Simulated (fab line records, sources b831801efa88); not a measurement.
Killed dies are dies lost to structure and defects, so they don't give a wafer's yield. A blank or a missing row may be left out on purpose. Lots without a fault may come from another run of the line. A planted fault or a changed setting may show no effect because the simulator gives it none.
fab line records | flow sfq_line
record lots=7 wafers=18 last_day=82
route steps=325 shown I3@144 M4@148
lots that met no fault: from a run of the same line without faults
start_h: hours from the record's first day to the start of the lot's first wafer shown | wait_h: hours since the lot's step before | " the same as in the row above | L1.1+2: a row that stands for several wafers | - no value, or no start given | * or withheld: withheld | < > ~ a bound
route shown NAME@n: a module of which the file shows steps, and the number in the route of the first | usual: mean/standard deviation of fault-free wafers | same: alike in all rows | chamber/n: place in a boat | sites: the reading at each site | _std_site: their standard deviation | _edge_site: outer sites' mean less inner sites' | radius_mm: how far each site lies from the wafer's centre | mask NAME#n: copy n | behind: the tool/chamber that last shaped the wafer | hold: why the lot was held/for how many hours/how that ended | device: the transistor (n, p or np) that didn't switch | end of line: the same wafers' tests at the end of the route | a step without rows: its recipe alone | killed: dies lost to structure and defects at the first sort, not the wafer's yield | map: a wafer's dies, x killed, . not, _ none there
set.NAME: the setting as run; set.NAME@STEP: as run at that earlier step | model.NAME: the simulator's own value behind a step, which no gauge read
lots at some steps of the route; a table a step, a row a wafer
services: from which hour (start_h, from the record's first day; less than 0 if before it) a tool's chamber was out of use, for how many hours, and why
## steps
# step SFQ_TRILAYER_I3_VIA_BARC_OPEN_VIA_ETCH_121
# recipe mask_material=PR chemistry=O2 target_depth_nm=125 target=BARC source_w=500 bias_w=80 pressure_mtorr=30 time_s=41.7
# usual drypump_motor_current_A=5.8/0.52 oes_product_au=0.686/0.0046
# columns lot.wafer tool chamber start_h wait_h drypump_motor_current_A oes_product_au rf_hours_counter_h
L345.2 rie_diel-01 0 1008.61 0.0 6.0 0.692 8
L345.3 " 1 " " 5.4 0.686 4
L345.4 " 3 " " 5.9 0.683 1
L346.1 rie_diel-04 2 1009.81 0.0 6.1 0.676 2
L346.4 " 0 " " 5.1 0.692 4
L346.5 " 1 " " 6.0 0.681 -
L354.1 rie_diel-03 1 1109.47 0.0 6.7 0.684 10
L354.4 " 0 " " 5.3 0.689 13
L355.4 rie_diel-03 2 1120.27 0.0 5.7 0.687 15
L355.6 " 3 " " 5.3 0.685 -
L356.1 rie_diel-03 0 1132.27 0.0 5.3 0.687 13
L356.4 " 1 " " 6.8 0.685 11
L365.1 rie_diel-03 0 1257.01 0.0 5.3 0.686 15
L365.2 " 3 " " 5.2 0.688 10
L365.6 " 2 " " 5.7 0.685 -
L366.1 rie_diel-04 0 1258.21 0.0 5.1 0.689 8
L366.3 " 1 " " 6.0 0.682 0
L366.5 " 3 " " 5.6 0.691 -
# step SFQ_TRILAYER_I3_VIA_ETCH_VIA_ETCH_088
# recipe target=SiO2 stop_on=Nb mask_material=PR taper_deg=20 chemistry=CHF3 target_depth_nm=260 source_w=500 bias_w=80 pressure_mtorr=30 time_s=withheld
# usual drypump_motor_current_A=5.8/0.51 oes_product_au=0.855/0.0054
# columns lot.wafer tool chamber start_h wait_h drypump_motor_current_A oes_product_au
L345.2 rie_diel-01 0 1008.65 0.0 6.0 0.865
L345.3 " 1 " " 5.4 0.852
L345.4 " 3 " " 5.9 0.871
L346.1 rie_diel-04 2 1009.85 0.0 6.1 0.854
L346.4 " 0 " " 5.1 0.850
L346.5 " 1 " " 6.0 0.852
L354.1 rie_diel-03 1 1109.51 0.0 6.7 0.859
L354.4 " 0 " " 5.3 0.851
L355.4 rie_diel-03 2 1120.31 0.0 5.7 0.860
L355.6 " 3 " " 5.2 0.854
L356.1 rie_diel-03 0 1132.31 0.0 5.3 0.849
L356.4 " 1 " " 6.7 0.853
L365.1 rie_diel-03 0 1257.05 0.0 5.3 0.854
L365.2 " 3 " " 5.2 0.851
L365.6 " 2 " " 5.7 0.861
L366.1 rie_diel-04 0 1258.25 0.0 5.1 0.854
L366.3 " 1 " " 6.0 0.862
L366.5 " 3 " " 5.6 0.858
# step SFQ_TRILAYER_I3_VIA_STRIP_STRIP_089
# recipe gas=O2 power_w=200 platen_temp_c=40 overash_fraction=0.65 chemistry=O2 pressure_mtorr=50
# usual drypump_motor_current_A=5.6/0.33 he_backside_leak_sccm=3.4/0.41 oes_product_au=0.991/0.01 platen_temp_c=40.00/0.12
# same overash_fraction=0.65
# columns lot.wafer tool chamber start_h wait_h drypump_motor_current_A he_backside_leak_sccm oes_product_au platen_temp_c rf_hours_counter_h
L345.2 rie_metal-02 0 1008.96 - 5.6 3.5 0.983 40.04 -
L345.3 " 0 " " 5.7 3.3 0.992 40.13 -
L345.4 " 0 " " 5.7 3.7 0.999 39.84 -
L346.1 rie_metal-01 0 1009.96 - 5.3 3.0 0.991 39.98 58
L346.4 " 0 " " 5.3 3.1 0.978 39.93 -
L346.5 " 1 " " 6.1 3.6 1.006 40.01 -
L354.1 rie_metal-02 0 1109.62 - 5.6 3.9 0.986 39.78 140
L354.4 " 1 " " 5.9 3.1 0.992 39.83 -
L355.4 rie_metal-03 1 1120.62 - 5.7 3.2 0.987 39.85 -
L355.6 " 0 " " 5.0 3.6 1.002 40.17 -
L356.1 rie_metal-03 0 1132.42 - 5.0 3.6 0.990 39.87 126
L356.4 " 0 " " 5.0 3.6 0.992 39.94 -
L365.1 rie_metal-01 1 1257.17 - 6.1 3.8 0.989 40.04 131
L365.2 " 0 " " 5.3 3.3 0.985 40.12 79
L365.6 " 0 " " 5.3 3.4 0.989 40.06 -
L366.1 rie_metal-02 0 1258.37 - 5.7 3.9 0.992 39.74 17
L366.3 " 0 " " 5.6 3.7 0.990 39.88 -
L366.5 " 1 " " 5.9 3.2 0.998 40.06 -
# step SFQ_TRILAYER_I3_VIA_STRIP_SOLV_CLEAN_090
# recipe chemistry=NMP temp_c=70 time_s=600
# step SFQ_TRILAYER_M4_DEP_PRE_CLEAN_092
# recipe gas=Ar time_s=22.5 bias_v=250
# step SFQ_TRILAYER_M4_DEP_SPUTTER_091
# recipe material=Nb base_pressure_pa=1.33e-06 chamber_pressure_pa=0.1333 substrate_temp_c=20 resputter_cathode_voltage_v=400 target_thk_nm=200 power_w=2000 time_s=133.3
# usual throttle_valve_pct=30.0/1.2
# columns lot.wafer tool chamber start_h wait_h throttle_valve_pct
L345.2 pvd_sputter-06 - 1010.17 0.0 29.4
L345.3 " - " " 30.8
L345.4 " - " " 30.7
L346.1 pvd_sputter-03 - 1010.77 0.0 30.0
L346.4 " - " " 28.6
L346.5 " - " " 31.7
L354.1 pvd_sputter-05 - 1110.43 0.0 30.8
L354.4 " - " " 28.3
L355.4 pvd_sputter-06 - 1121.23 0.0 30.8
L355.6 " - " " 29.2
L356.1 pvd_sputter-06 - 1133.23 0.0 30.6
L356.4 " - " " 29.5
L365.1 pvd_sputter-06 - 1257.97 0.0 29.4
L365.2 " - " " 29.3
L365.6 " - " " 29.4
L366.1 pvd_sputter-03 - 1259.55 0.0 31.5
L366.3 " - " " 28.8
L366.5 " - " " 29.8
# step SFQ_M4_RS_MEAS_924
# recipe thk_meas_gauge=four-point-probe reads=Nb_of_TRILAYER_M4_DEP_SPUTTER_091
# usual M4_NB_RS=0.895/0.01
# columns lot.wafer tool chamber start_h wait_h M4_NB_RS[ohm/sq]
L345.2 film_metro-01 - 1010.28 0.1 0.886
L345.3 " - " " 0.903
L345.4 " - " " 0.912
L346.1 film_metro-03 - 1010.86 0.0 0.902
L346.4 " - " " 0.891
L346.5 " - " " 0.903
L354.1 film_metro-01 - 1110.52 0.0 0.882
L354.4 " - " " 0.887
L355.4 film_metro-01 - 1121.38 0.1 0.909
L355.6 " - " " 0.893
L356.1 film_metro-01 - 1133.32 0.0 0.906
L356.4 " - " " 0.900
L365.1 film_metro-03 - 1258.06 0.0 0.900
L365.2 " - " " 0.891
L365.6 " - " " 0.893
L366.1 film_metro-01 - 1259.64 0.0 0.882
L366.3 " - " " 0.902
L366.5 " - " " 0.889
# step SFQ_TRILAYER_M4_LITHO_COAT_098
# recipe resist=BARC spin_rpm=3000 resist_thk_nm=62
# step SFQ_TRILAYER_M4_LITHO_COAT_093
# recipe resist=KrF spin_rpm=3000 resist_thk_nm=600
# step SFQ_TRILAYER_M4_LITHO_SOFTBAKE_097
# recipe temp_c=withheld time_s=withheld resist=KrF
# step SFQ_TRILAYER_M4_LITHO_EXPOSE_094
# recipe mask_id=M4 na=0.6 source_shape=conventional sigma_outer=0.65 target_cd_nm=500 dose_mj=14.4
# step SFQ_TRILAYER_M4_LITHO_PEB_096
# recipe peb_temp_c=115 peb_time_s=60 resist=KrF
# usual chill_plate_temp_C=23.01/0.1
# columns lot.wafer tool chamber start_h wait_h chill_plate_temp_C
L345.2 litho_track-04 0 1155.96 0.8 23.07
L345.3 " 0 " " 23.13
L345.4 " 0 " " 22.96
L346.1 litho_track-03 0 1157.60 - 23.05
L346.4 " 0 " " 22.80
L346.5 " 0 " " 22.85
L354.1 litho_track-03 0 1249.84 1.0 23.01
L354.4 " 0 " " 22.99
L355.4 litho_track-03 0 1257.12 0.5 23.06
L355.6 " 0 " " 22.84
L356.1 litho_track-03 0 1264.99 1.0 22.96
L356.4 " 0 " " 22.93
L365.1 litho_track-03 0 1359.79 1.0 23.03
L365.2 " 0 " " 23.03
L365.6 " 0 " " 23.10
L366.1 litho_track-01 0 1360.99 1.0 22.94
L366.3 " 0 " " 22.97
L366.5 " 0 " " 22.77
# step SFQ_TRILAYER_M4_LITHO_DEVELOP_095
# recipe time_s=60 resist=KrF
# step SFQ_M4_OVL_MEAS_926
# usual M4_OVL=-6/6.8
# columns lot.wafer tool chamber start_h wait_h M4_OVL[nm]
L345.2 overlay-02 - 1156.24 0.1 -3
L345.3 " - " " -16
L345.4 " - " " -11
L346.1 overlay-02 - 1157.90 0.1 -11
L346.4 " - " " -9
L346.5 " - " " -3
L354.1 overlay-02 - 1250.14 0.1 -12
L354.4 " - " " -16
L355.4 overlay-01 - 1257.36 0.1 -12
L355.6 " - " " -6
L356.1 overlay-01 - 1265.29 0.1 -2
L356.4 " - " " -10
L365.1 overlay-01 - 1360.09 0.1 3
L365.2 " - " " 0
L365.6 " - " " 4
L366.1 overlay-01 - 1361.29 0.1 -17
L366.3 " - " " -9
L366.5 " - " " -14
# step SFQ_TRILAYER_M4_BARC_OPEN_METAL_ETCH_123
# recipe mask_material=PR chemistry=O2 target_depth_nm=125 target=BARC icp_w=600 bias_w=80 pressure_mtorr=10 time_s=41.7
# usual drypump_motor_current_A=5.60/0.28 he_backside_leak_sccm=3.47/0.25 oes_product_au=0.686/0.0045
# columns lot.wafer tool chamber start_h wait_h drypump_motor_current_A he_backside_leak_sccm oes_product_au rf_hours_counter_h model.M4.cd_nm
L345.2 rie_metal-04 1 1156.29 0.0 5.18 3.58 0.690 - 499.8
L345.3 " 1 " " 5.18 3.51 0.687 - 498.5
L345.4 " 1 " " 5.18 3.49 0.681 - 499.7
L346.1 rie_metal-02 0 1157.93 0.0 5.64 3.59 0.691 0 500.6
L346.4 " 1 " " 5.90 3.13 0.683 - 501.2
L346.5 " 1 " " 5.89 3.13 0.684 - 500.9
L354.1 rie_metal-01 0 1250.18 0.0 5.34 3.41 0.686 78 484.4
L354.4 " 1 " " 6.08 3.85 0.690 - 500
L355.4 rie_metal-04 0 1257.40 0.0 5.49 3.65 0.691 - 497
L355.6 " 1 " " 5.18 3.70 0.681 - 483.6
L356.1 rie_metal-02 0 1265.33 0.0 5.66 3.90 0.688 18 484.6
L356.4 " 1 " " 5.89 3.11 0.685 - 501.1
L365.1 rie_metal-02 0 1360.13 0.0 5.64 4.04 0.685 37 501.3
L365.2 " 1 " " 5.91 3.24 0.690 54 501
L365.6 " 0 " " 5.62 3.94 0.690 - 499.4
L366.1 rie_metal-04 0 1361.33 0.0 5.52 3.58 0.685 33 501.1
L366.3 " 1 " " 5.18 3.60 0.687 - 501.2
L366.5 " 0 " " 5.50 3.78 0.692 - 500.3
# step SFQ_TRILAYER_M4_ETCH_METAL_ETCH_096
# recipe target=Nb stop_on=SiO2 mask_material=PR chemistry=Cl2/Ar target_depth_nm=240 icp_w=600 bias_w=80 pressure_mtorr=10 time_s=120
# usual drypump_motor_current_A=5.60/0.28 he_backside_leak_sccm=3.5/0.4 oes_product_au=0.891/0.0071
# columns lot.wafer tool chamber start_h wait_h drypump_motor_current_A he_backside_leak_sccm oes_product_au rf_hours_counter_h model.M4.cd_nm
L345.2 rie_metal-04 1 1156.43 0.1 5.20 3.4 0.895 - 499.2
L345.3 " 1 " " 5.21 3.6 0.886 - 496.9
L345.4 " 1 " " 5.20 3.5 0.886 - 498.6
L346.1 rie_metal-02 0 1157.99 0.0 5.67 6.8 0.892 0 499.2
L346.4 " 1 " " 5.90 3.1 0.899 - 504.3
L346.5 " 1 " " 5.89 3.1 0.890 - 505.1
L354.1 rie_metal-01 0 1250.24 0.0 5.32 3.0 0.899 78 486.3
L354.4 " 1 " " 6.09 3.8 0.892 - 500.1
L355.4 rie_metal-04 0 1257.48 0.1 5.49 3.7 0.883 - 499.5
L355.6 " 1 " " 5.19 3.5 0.893 - 481.6
L356.1 rie_metal-02 0 1265.41 0.1 5.66 3.6 0.892 18 484.4
L356.4 " 1 " " 5.89 3.2 0.890 - 504.3
L365.1 rie_metal-02 0 1360.19 0.0 5.63 3.7 0.890 37 500.2
L365.2 " 1 " " 5.87 3.2 0.896 54 500.3
L365.6 " 0 " " 5.64 3.9 0.897 - 497.8
L366.1 rie_metal-04 0 1361.39 0.0 5.50 3.7 0.903 33 501.9
L366.3 " 1 " " 5.19 3.7 0.891 - 501.7
L366.5 " 0 " " 5.50 3.7 0.901 - 501.1
# step SFQ_TRILAYER_M4_STRIP_STRIP_097
# recipe gas=O2 power_w=200 platen_temp_c=40 overash_fraction=0.65 chemistry=O2 pressure_mtorr=50
# usual drypump_motor_current_A=5.60/0.28 he_backside_leak_sccm=3.5/0.32 oes_product_au=0.994/0.011 platen_temp_c=39.99/0.11
# same overash_fraction=0.65
# columns lot.wafer tool chamber start_h wait_h drypump_motor_current_A he_backside_leak_sccm oes_product_au platen_temp_c rf_hours_counter_h
L345.2 rie_metal-04 1 1156.84 0.4 5.19 3.5 0.996 40.05 -
L345.3 " 1 " " 5.17 3.5 1.007 40.29 -
L345.4 " 1 " " 5.17 3.5 1.000 40.07 -
L346.1 rie_metal-02 0 1158.12 0.1 5.65 3.7 0.982 40.10 0
L346.4 " 1 " " 5.88 3.1 0.988 40.18 -
L346.5 " 1 " " 5.88 3.1 0.983 39.95 -
L354.1 rie_metal-01 0 1250.37 0.1 5.34 3.1 0.982 39.99 78
L354.4 " 1 " " 6.08 3.7 0.982 39.94 -
L355.4 rie_metal-04 0 1257.77 0.2 5.51 3.6 0.975 39.98 -
L355.6 " 1 " " 5.20 3.6 1.020 40.03 -
L356.1 rie_metal-02 0 1265.58 0.1 5.63 3.6 1.003 39.84 18
L356.4 " 1 " " 5.89 3.1 0.998 40.01 -
L365.1 rie_metal-02 0 1360.32 0.1 5.66 3.7 0.989 39.90 37
L365.2 " 1 " " 5.88 3.1 0.982 40.00 54
L365.6 " 0 " " 5.65 3.5 1.003 39.98 -
L366.1 rie_metal-04 0 1361.52 0.1 5.51 3.7 0.984 40.00 33
L366.3 " 1 " " 5.19 3.7 1.012 40.06 -
L366.5 " 0 " " 5.51 3.7 0.990 40.09 -
## services
# columns tool chamber start_h hours kind
rie_metal-04 0 996.50 8.0 repair
rie_diel-04 0 1011.34 9.0 repair
rie_metal-04 - 1043.01 0.2 repair
pvd_sputter-03 - 1044.17 14.6 repair
pvd_sputter-06 - 1053.10 12.0 repair
rie_diel-01 1 1061.15 2.4 repair
rie_diel-03 - 1079.39 2.8 pm
rie_diel-03 0 1088.58 3.0 repair
rie_diel-01 2 1110.07 2.1 repair
rie_metal-04 - 1128.82 2.3 repair
rie_metal-04 0 1135.86 15.9 repair
rie_diel-04 - 1136.22 1.1 repair
rie_metal-01 0 1160.92 49.1 repair
rie_metal-02 1 1166.96 2.4 repair
pvd_sputter-06 - 1175.99 0.8 repair
rie_metal-01 - 1199.70 14.6 pm
rie_diel-03 - 1207.90 0.5 repair
rie_metal-02 0 1245.67 2.5 repair
rie_diel-04 - 1272.98 0.2 repair
rie_diel-04 2 1279.90 8.1 repair
rie_diel-03 2 1293.42 1.2 repair
rie_metal-02 - 1324.52 1.4 pm
rie_diel-04 2 1348.75 4.6 repair
rie_metal-02 0 1361.30 8.1 repair
## key
first_sign none at tools or gauges
model_effect step=SFQ_TRILAYER_M4_BARC_OPEN_METAL_ETCH_123 value=M4.cd_nm without=499.2 struck=484.2
model_effect step=SFQ_TRILAYER_M4_ETCH_METAL_ETCH_096 value=M4.cd_nm without=499.1 struck=484.1
met_at SFQ_TRILAYER_M4_LITHO_PEB_096
struck_wafers L354.1,L355.6,L356.1
onset_between 1157.60 1249.84
fault kind=process_parameter_drift tool=litho_track-03 chamber=- onset_h=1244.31 steps=SFQ_TRILAYER_M4_LITHO_PEB_096 channel=peb_time_s offset=* shape=step end_h=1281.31 scope=struck_wafers_only acts_in=* stated=*
